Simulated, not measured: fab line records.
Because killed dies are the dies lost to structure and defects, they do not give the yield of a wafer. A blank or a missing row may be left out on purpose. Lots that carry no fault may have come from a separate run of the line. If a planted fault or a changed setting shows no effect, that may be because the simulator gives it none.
fab line records    flow sky130
record: lots: 13  wafers: 37  last_day: 50
route steps=708 shown FIELD_ISO@26 NWELL@67 VT_ADJUST_LVTN@115 PAD_OPEN@708
lots untouched by any fault: they come from a run of this same line in which no faults occurred
start_h: start of the lot's first displayed wafer, in hours after the record's first day    wait_h: hours from the lot's prior step to this one    " repeats the value in the row above    L1.1+2: a single row standing in for several wafers    - no value, or no start was given    * or withheld: withheld    < > ~ a bound
route shown NAME@n: names a module that has steps shown in the file, with the first one's number in the route    usual: mean/standard deviation taken from wafers without a fault    same: alike in all rows    chamber/n: place in a boat    sites: readings site by site    _std_site: the values' standard deviation    _edge_site: mean of outer sites minus mean of inner sites    radius_mm: for every site, how far away it sits from the centre of the wafer    mask NAME#n: copy n    behind: the most recent tool/chamber to have shaped the wafer    hold: reason for holding the lot/hours on hold/outcome of the hold    device: names the non-switching transistor (n, p or np)    end of line: the same wafers' tests at the end of the route    a step given without rows: its recipe and nothing more    killed: count of dies lost to structure and defects at first sort (not the wafer's yield)    map: dies across one wafer; x = killed, . = not, _ = none there
set.NAME: the setting as run; set.NAME@STEP: as run at that earlier step    model.NAME: the simulator's own value behind a step, which no gauge read
one table for each step of the route and one row for each wafer, over a sample of lots
services: a tool's chamber out of use, with start hour (start_h, from the record's first day; less than 0 if before it), hours out, and reason
== steps ==
step: SKY_FIELD_ISO_THK_MEAS_25
recipe: reads: SiO2_of_FIELD_ISO_CVD_24
usual: FIELD_ISO_CVD_24_THK: 592/5.1
lot.wafer  tool           chamber  start_h  wait_h  FIELD_ISO_CVD_24_THK[nm]
L868.1     film_metro-02  -        33.02    0.0     591
L868.3     "              -        "        "       590
L868.6     "              -        "        "       594
L869.1     film_metro-01  -        39.08    0.0     593
L869.3     "              -        "        "       592
L869.5     "              -        "        "       597
L872.1     film_metro-01  -        51.46    0.0     583
L872.2     "              -        "        "       592
L872.5     "              -        "        "       589
L873.1     film_metro-04  -        58.77    0.0     599
L873.3     "              -        "        "       592
L873.6     "              -        "        "       598
L874.2     film_metro-02  -        64.15    0.0     582
L874.3     "              -        "        "       588
L874.4     "              -        "        "       586
L877.4     film_metro-01  -        83.01    0.1     595
L877.5     "              -        "        "       595
L877.6     "              -        "        "       596
L878.1     film_metro-01  -        89.56    0.1     589
L878.2     "              -        "        "       592
L878.5     "              -        "        "       595
L881.1     film_metro-04  -        105.48   0.0     594
L881.3     "              -        "        "       592
L881.5     "              -        "        "       599
L886.1     film_metro-04  -        124.97   0.0     586
L886.3     "              -        "        "       586
L885.1     film_metro-04  -        125.32   0.0     591
L885.3     "              -        "        "       584
L887.1     film_metro-01  -        134.66   0.0     596
L887.3     "              -        "        "       598
L887.6     "              -        "        "       595
L890.1     film_metro-02  -        145.70   0.0     588
L890.3     "              -        "        "       593
L890.5     "              -        "        "       583
L891.1     film_metro-04  -        150.71   0.0     584
L891.3     "              -        "        "       586
L891.5     "              -        "        "       586
step: SKY_NWELL_STRIP_14
recipe: chemistry: O2/N2  power_w: 1400  pressure_mtorr: 1500  platen_temp_c: withheld  o2_flow_sccm: 3000  n2_flow_sccm: 300  overash_fraction: 0.5
usual: drypump_motor_current_A: 5.7/0.49  oes_product_au: 0.723/0.0044  strip_time_to_endpoint_s: 36.90/0.11
same: overash_fraction: 0.5
lot.wafer  tool             chamber  start_h  wait_h  drypump_motor_current_A  oes_product_au  rf_hours_counter_h  strip_time_to_endpoint_s
L868.1     plasma_asher-02  1        86.59    0.1     4.7                      0.716           40                  37.00
L868.3     "                0        "        "       5.7                      0.725           -                   36.99
L868.6     "                1        "        "       4.7                      0.721           -                   36.93
L869.1     plasma_asher-03  1        92.21    0.1     5.9                      0.719           27                  36.92
L869.3     "                1        "        "       5.9                      0.723           -                   37.01
L869.5     "                1        "        "       5.9                      0.728           -                   36.93
L872.1     plasma_asher-03  0        106.51   0.1     6.2                      0.724           29                  36.98
L872.2     "                1        "        "       5.9                      0.727           29                  37.00
L872.5     "                1        "        "       5.9                      0.719           -                   36.96
L873.1     plasma_asher-03  0        112.39   0.1     6.2                      0.718           29                  36.72
L873.3     "                0        "        "       6.2                      0.719           -                   36.87
L873.6     "                1        "        "       5.9                      0.728           -                   36.86
L874.2     plasma_asher-02  0        121.59   0.1     5.7                      0.725           43                  36.84
L874.3     "                0        "        "       5.7                      0.721           -                   36.83
L874.4     "                1        "        "       4.7                      0.730           -                   36.90
L877.4     plasma_asher-02  1        156.47   0.1     4.7                      0.715           -                   36.92
L877.5     "                1        "        "       4.7                      0.726           -                   36.91
L877.6     "                0        "        "       5.7                      0.714           -                   36.89
L878.1     plasma_asher-02  1        157.74   0.1     4.7                      0.718           47                  36.87
L878.2     "                0        "        "       5.7                      0.731           47                  36.79
L878.5     "                0        "        "       5.7                      0.720           -                   36.81
L881.1     plasma_asher-02  0        175.26   0.1     5.7                      0.722           49                  36.81
L881.3     "                1        "        "       4.7                      0.721           -                   36.65
L881.5     "                1        "        "       4.7                      0.725           -                   36.79
L886.1     plasma_asher-04  0        189.29   0.1     5.9                      0.724           52                  36.88
L886.3     "                1        "        "       5.8                      0.722           -                   36.94
L885.1     plasma_asher-04  0        190.81   0.1     5.9                      0.720           52                  37.04
L885.3     "                0        "        "       5.9                      0.719           -                   37.07
L887.1     plasma_asher-03  0        198.64   0.1     6.2                      0.724           38                  36.84
L887.3     "                1        "        "       5.9                      0.719           -                   36.96
L887.6     "                1        "        "       5.9                      0.715           -                   36.93
L890.1     plasma_asher-03  1        216.73   0.1     5.9                      0.724           40                  36.90
L890.3     "                0        "        "       6.2                      0.731           -                   36.82
L890.5     "                1        "        "       5.9                      0.721           -                   36.84
L891.1     plasma_asher-04  1        218.94   0.1     5.8                      0.733           55                  36.95
L891.3     "                1        "        "       5.8                      0.724           -                   36.98
L891.5     "                1        "        "       5.8                      0.723           -                   37.05
step: SKY_NWELL_IMPLANT_24
recipe: species: B  energy_kev: 140  dose_cm2: 9.2e+12  tilt_deg: withheld
usual: beam_energy_keV: 140.00/0.044
lot.wafer  tool          chamber  start_h  wait_h  beam_energy_keV
L868.1     implanter-03  0        102.64   0.0     139.95
L868.3     "             0        "        "       139.96
L868.6     "             0        "        "       139.95
L869.1     implanter-03  0        108.54   0.0     140.09
L869.3     "             0        "        "       140.01
L869.5     "             0        "        "       140.04
L872.1     implanter-01  0        123.21   0.0     140.02
L872.2     "             0        "        "       139.98
L872.5     "             0        "        "       140.03
L873.1     implanter-03  0        131.11   0.0     139.92
L873.3     "             0        "        "       139.94
L873.6     "             0        "        "       139.94
L874.2     implanter-01  0        141.58   0.0     140.08
L874.3     "             0        "        "       139.97
L874.4     "             0        "        "       139.97
L877.4     implanter-01  0        177.26   0.1     140.02
L877.5     "             0        "        "       140.00
L877.6     "             0        "        "       139.95
L878.1     implanter-04  0        178.14   0.0     139.95
L878.2     "             0        "        "       139.95
L878.5     "             0        "        "       140.05
L881.1     implanter-03  0        195.01   0.0     139.97
L881.3     "             0        "        "       140.03
L881.5     "             0        "        "       139.91
L886.1     implanter-01  0        209.89   0.0     140.00
L886.3     "             0        "        "       139.99
L885.1     implanter-01  0        212.19   0.0     140.07
L885.3     "             0        "        "       140.06
L887.1     implanter-04  0        220.53   0.0     140.04
L887.3     "             0        "        "       140.01
L887.6     "             0        "        "       140.01
L890.1     implanter-03  0        239.34   0.0     140.01
L890.3     "             0        "        "       140.02
L890.5     "             0        "        "       139.99
L891.1     implanter-03  0        241.76   0.0     139.98
L891.3     "             0        "        "       139.99
L891.5     "             0        "        "       140.00
step: SKY_NWELL_TW_MEAS_26
usual: NWELL_2_TW: 500/3.4
lot.wafer  tool           chamber  start_h  wait_h  NWELL_2_TW
L868.1     film_metro-01  -        102.89   0.1     503
L868.3     "              -        "        "       500
L868.6     "              -        "        "       498
L869.1     film_metro-01  -        108.79   0.1     500
L869.3     "              -        "        "       503
L869.5     "              -        "        "       497
L872.1     film_metro-02  -        123.46   0.1     497
L872.2     "              -        "        "       500
L872.5     "              -        "        "       500
L873.1     film_metro-02  -        131.36   0.1     495
L873.3     "              -        "        "       497
L873.6     "              -        "        "       495
L874.2     film_metro-02  -        141.82   0.1     499
L874.3     "              -        "        "       498
L874.4     "              -        "        "       498
L877.4     film_metro-02  -        177.47   0.1     499
L877.5     "              -        "        "       498
L877.6     "              -        "        "       496
L878.1     film_metro-01  -        178.39   0.1     496
L878.2     "              -        "        "       498
L878.5     "              -        "        "       499
L881.1     film_metro-01  -        195.26   0.1     499
L881.3     "              -        "        "       498
L881.5     "              -        "        "       498
L886.1     film_metro-03  -        210.14   0.1     468
L886.3     "              -        "        "       503
L885.1     film_metro-02  -        212.44   0.1     462
L885.3     "              -        "        "       500
L887.1     film_metro-03  -        220.78   0.1     501
L887.3     "              -        "        "       502
L887.6     "              -        "        "       499
L890.1     film_metro-02  -        239.59   0.1     497
L890.3     "              -        "        "       496
L890.5     "              -        "        "       495
L891.1     film_metro-03  -        242.01   0.1     501
L891.3     "              -        "        "       502
L891.5     "              -        "        "       503
step: SKY_VT_ADJUST_LVTN_OVL_MEAS_18
usual: VT_ADJUST_LVTN_01_OVL: -0.6/1.5
lot.wafer  tool        chamber  start_h  wait_h  VT_ADJUST_LVTN_01_OVL[nm]
L868.1     overlay-01  -        160.16   0.1     -0.4
L868.3     "           -        "        "       -0.6
L868.6     "           -        "        "       1.1
L869.1     overlay-01  -        165.86   0.1     0.1
L869.3     "           -        "        "       1.6
L869.5     "           -        "        "       0.5
L872.1     overlay-02  -        184.62   0.1     -0.4
L872.2     "           -        "        "       -0.4
L872.5     "           -        "        "       0.6
L873.1     overlay-01  -        191.62   0.1     0.8
L873.3     "           -        "        "       0.8
L873.6     "           -        "        "       3.2
L874.2     overlay-01  -        201.28   0.1     -1.0
L874.3     "           -        "        "       1.2
L874.4     "           -        "        "       -0.4
L877.4     overlay-01  -        241.88   0.1     -2.6
L877.5     "           -        "        "       -3.0
L877.6     "           -        "        "       -2.6
L878.1     overlay-02  -        242.16   0.1     0.8
L878.2     "           -        "        "       0.8
L878.5     "           -        "        "       -0.2
L881.1     overlay-01  -        263.61   0.1     -0.4
L881.3     "           -        "        "       -1.7
L881.5     "           -        "        "       -2.8
L886.1     overlay-01  -        279.36   0.1     -3.1
L886.3     "           -        "        "       -0.5
L885.1     overlay-01  -        282.11   0.1     -1.9
L885.3     "           -        "        "       -1.6
L887.1     overlay-02  -        291.71   0.1     0.3
L887.3     "           -        "        "       2.1
L887.6     "           -        "        "       1.3
L890.1     overlay-01  -        313.06   0.1     -1.6
L890.3     "           -        "        "       -2.7
L890.5     "           -        "        "       -3.0
L891.1     overlay-02  -        316.56   0.1     0.6
L891.3     "           -        "        "       -1.2
L891.5     "           -        "        "       1.5
step: SKY_PAD_OPEN_PROBE_99
usual: killed_at_M0_to_M3: 43/7.8  killed_at_M4_up: 3.2/1.7  killed_at_contacts: 24/5.2  killed_at_front_end: 15/4.5  killed_at_other: 0.4/0.65  killed_dies: 87/9.1  killed_open: 47/7.3  killed_short: 40/6.5
same: gross_dies: 492  killed_at_back_side: 0
lot.wafer  tool       chamber  start_h  wait_h  killed_at_M0_to_M3  killed_at_M4_up  killed_at_contacts  killed_at_front_end  killed_at_other  killed_dies  killed_open  killed_short
L868.1     prober-01  -        1068.47  0.1     49                  5                21                  9                    0                84           48           35
L868.3     prober-01  -        1068.57  0.2     35                  2                42                  11                   0                90           54           36
L868.6     prober-01  -        1068.72  0.2     33                  4                22                  16                   1                76           43           33
L869.1     prober-02  -        1070.23  0.1     41                  6                26                  16                   1                90           48           42
L869.3     prober-02  -        1070.33  0.2     45                  4                22                  24                   0                95           56           39
L869.5     prober-02  -        1070.43  0.2     56                  2                22                  17                   0                97           55           42
L874.2     prober-01  -        1105.22  0.1     35                  3                25                  20                   1                84           43           41
L874.3     prober-01  -        1105.27  0.2     41                  2                35                  16                   2                96           43           53
L874.4     prober-01  -        1105.32  0.2     34                  8                29                  6                    0                77           37           40
L877.4     prober-02  -        1142.32  0.2     52                  2                26                  13                   0                93           55           38
L878.1     prober-01  -        1144.03  0.1     45                  3                21                  19                   0                88           40           48
L878.2     prober-01  -        1144.08  0.1     50                  5                19                  15                   0                89           43           46
L878.5     prober-01  -        1144.23  0.2     36                  6                16                  17                   1                76           39           37
L881.1     prober-02  -        1161.92  0.1     52                  4                20                  11                   0                87           50           37
L881.3     prober-02  -        1162.02  0.2     44                  8                17                  13                   0                82           39           43
L881.5     prober-02  -        1162.12  0.2     47                  4                30                  11                   0                92           42           50
L885.1     prober-01  -        1174.38  0.1     51                  2                19                  18                   0                90           42           47
L885.3     prober-01  -        1174.48  0.2     44                  3                35                  17                   0                99           51           47
killed by level:class
L868.1 VIA1:geometric_particle:open=11 CONTACT:geometric_particle:open=9 VIA2:geometric_particle:open=8 LI_CONTACT:geometric_particle:open=6 VIA2:geometric_particle:short=5 METAL3:geometric_particle:short=5 LOCAL_INTERCONNECT:geometric_particle:short=4 METAL2:geometric_particle:short=4
L868.3 CONTACT:geometric_particle:open=16 LI_CONTACT:geometric_particle:open=13 VIA1:geometric_particle:short=7 CONTACT:geometric_particle:short=6 VIA1:geometric_particle:open=5 METAL2:geometric_particle:short=5 VIA2:geometric_particle:open=5 LOCAL_INTERCONNECT:geometric_particle:short=4
L868.6 VIA1:geometric_particle:open=9 CONTACT:geometric_particle:open=8 FIELD_ISO:geometric_particle:open=7 VIA3:geometric_particle:open=7 LOCAL_INTERCONNECT:geometric_particle:short=7 FIELD_ISO:geometric_particle:short=4 LI_CONTACT:geometric_particle:open=4 CONTACT:geometric_particle:short=3
L869.1 VIA3:geometric_particle:open=9 CONTACT:geometric_particle:open=8 POLY_GATE:geometric_particle:open=7 LI_CONTACT:geometric_particle:open=7 CONTACT:geometric_particle:short=6 VIA1:geometric_particle:open=6 VIA2:geometric_particle:open=6 METAL4:geometric_particle:short=6
L869.3 VIA1:geometric_particle:open=11 CONTACT:geometric_particle:open=10 FIELD_ISO:geometric_particle:open=8 VIA3:geometric_particle:open=8 VIA2:geometric_particle:open=7 FIELD_ISO:geometric_particle:short=6 LI_CONTACT:geometric_particle:open=5 VIA2:geometric_particle:short=5
L869.5 VIA3:geometric_particle:open=10 CONTACT:geometric_particle:open=10 VIA1:geometric_particle:open=10 METAL1:geometric_particle:short=8 METAL2:geometric_particle:short=7 VIA1:geometric_particle:short=6 FIELD_ISO:geometric_particle:short=5 VIA2:geometric_particle:open=5
L874.2 CONTACT:geometric_particle:open=9 LI_CONTACT:geometric_particle:open=7 VIA1:geometric_particle:open=6 FIELD_ISO:geometric_particle:short=5 VIA1:geometric_particle:short=5 VIA2:geometric_particle:short=5 SPACER:geometric_particle:short=4 CONTACT:geometric_particle:short=4
L874.3 CONTACT:geometric_particle:open=10 LOCAL_INTERCONNECT:geometric_particle:short=10 CONTACT:geometric_particle:short=6 LI_CONTACT:geometric_particle:open=6 VIA3:geometric_particle:open=6 POLY_GATE:geometric_particle:short=5 VIA1:geometric_particle:open=5 METAL2:geometric_particle:short=5
L874.4 CONTACT:geometric_particle:open=9 LOCAL_INTERCONNECT:geometric_particle:short=8 LI_CONTACT:geometric_particle:open=7 VIA3:geometric_particle:short=6 VIA1:geometric_particle:short=6 VIA1:geometric_particle:open=5 VIA3:geometric_particle:open=5 CONTACT:geometric_particle:short=4
L877.4 VIA1:geometric_particle:open=11 VIA3:geometric_particle:open=11 VIA2:geometric_particle:open=7 CONTACT:geometric_particle:short=6 LOCAL_INTERCONNECT:geometric_particle:short=6 CONTACT:geometric_particle:open=6 METAL2:geometric_particle:short=5 LI_CONTACT:geometric_particle:open=5
L878.1 VIA3:geometric_particle:open=10 VIA1:geometric_particle:open=9 CONTACT:geometric_particle:open=9 METAL1:geometric_particle:short=9 CONTACT:geometric_particle:short=7 FIELD_ISO:geometric_particle:short=6 POLY_GATE:geometric_particle:short=6 VIA1:geometric_particle:short=4
L878.2 VIA1:geometric_particle:open=13 METAL2:geometric_particle:short=7 LI_CONTACT:geometric_particle:open=6 CONTACT:geometric_particle:open=6 METAL1:geometric_particle:short=6 VIA3:geometric_particle:short=6 VIA3:geometric_particle:open=6 FIELD_ISO:geometric_particle:open=4
L878.5 CONTACT:geometric_particle:open=8 POLY_GATE:geometric_particle:short=6 VIA1:geometric_particle:open=6 VIA3:geometric_particle:open=6 FIELD_ISO:geometric_particle:open=5 VIA2:geometric_particle:short=5 VIA2:geometric_particle:open=5 METAL4:geometric_particle:short=5
L881.1 LI_CONTACT:geometric_particle:open=11 VIA1:geometric_particle:open=9 VIA1:geometric_particle:short=8 VIA2:geometric_particle:open=7 METAL2:geometric_particle:open=6 METAL1:geometric_particle:short=5 METAL3:geometric_particle:short=5 CONTACT:geometric_particle:open=4
L881.3 VIA3:geometric_particle:open=10 VIA1:geometric_particle:short=7 VIA2:geometric_particle:open=6 LOCAL_INTERCONNECT:geometric_particle:short=6 VIA1:geometric_particle:open=6 METAL4:geometric_particle:short=6 FIELD_ISO:geometric_particle:short=5 CONTACT:geometric_particle:open=5
L881.5 CONTACT:geometric_particle:short=10 VIA1:geometric_particle:short=8 LI_CONTACT:geometric_particle:open=7 VIA2:geometric_particle:open=7 VIA3:geometric_particle:open=7 LOCAL_INTERCONNECT:geometric_particle:short=6 VIA1:geometric_particle:open=6 METAL1:geometric_particle:short=5
L885.1 VIA1:geometric_particle:open=14 CONTACT:geometric_particle:short=7 POLY_GATE:geometric_particle:open=7 VIA1:geometric_particle:short=7 LI_CONTACT:geometric_particle:open=6 VIA2:geometric_particle:open=6 METAL2:geometric_particle:short=6 POLY_GATE:geometric_particle:short=4
L885.3 LI_CONTACT:geometric_particle:open=14 VIA1:geometric_particle:open=11 CONTACT:geometric_particle:short=7 CONTACT:geometric_particle:open=7 METAL2:geometric_particle:short=6 POLY_GATE:geometric_particle:short=5 METAL1:geometric_particle:short=5 VIA2:geometric_particle:short=4
== services ==
tool             chamber  start_h  hours  kind
implanter-01     -        105.11   4.9    pm
implanter-03     -        126.87   1.7    repair
implanter-04     -        159.52   4.5    pm
implanter-03     -        171.25   0.7    repair
plasma_asher-04  -        174.69   1.4    repair
implanter-04     -        175.07   1.9    repair
plasma_asher-04  -        178.73   0.9    repair
implanter-04     -        178.76   1.9    repair
implanter-04     -        179.20   1.2    repair
plasma_asher-03  -        187.37   1.5    repair
implanter-01     -        192.82   4.2    repair
== key ==
first_sign: step: SKY_NWELL_TW_MEAS_26  reading: NWELL_2_TW  direction: down  sigmas: 10  usual: 500  struck: 465
effect none on later readings
met_at SKY_NWELL_IMPLANT_24
struck_lots L885,L886
struck_wafers L885.1,L886.1
tester_left_out L885,L886
not_acting_at SKY_FIELD_ISO_THK_MEAS_25,SKY_NWELL_STRIP_14,SKY_VT_ADJUST_LVTN_OVL_MEAS_18
onset_between 177.26 209.89
fault: kind: process_parameter_drift  tool: implanter-01  chamber: -  onset_h: 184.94  steps: SKY_NWELL_IMPLANT_24  channel: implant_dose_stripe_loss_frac  offset: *  shape: step  end_h: 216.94  scope: struck_wafers_only
tester_left_out: of these lots the tester's yield and bins aren't shown, on N5 and GAA mostly nor the transistor test; their killed dies are dies lost to structure and defects alone, not to doping, threshold or leakage, so they don't give the yield
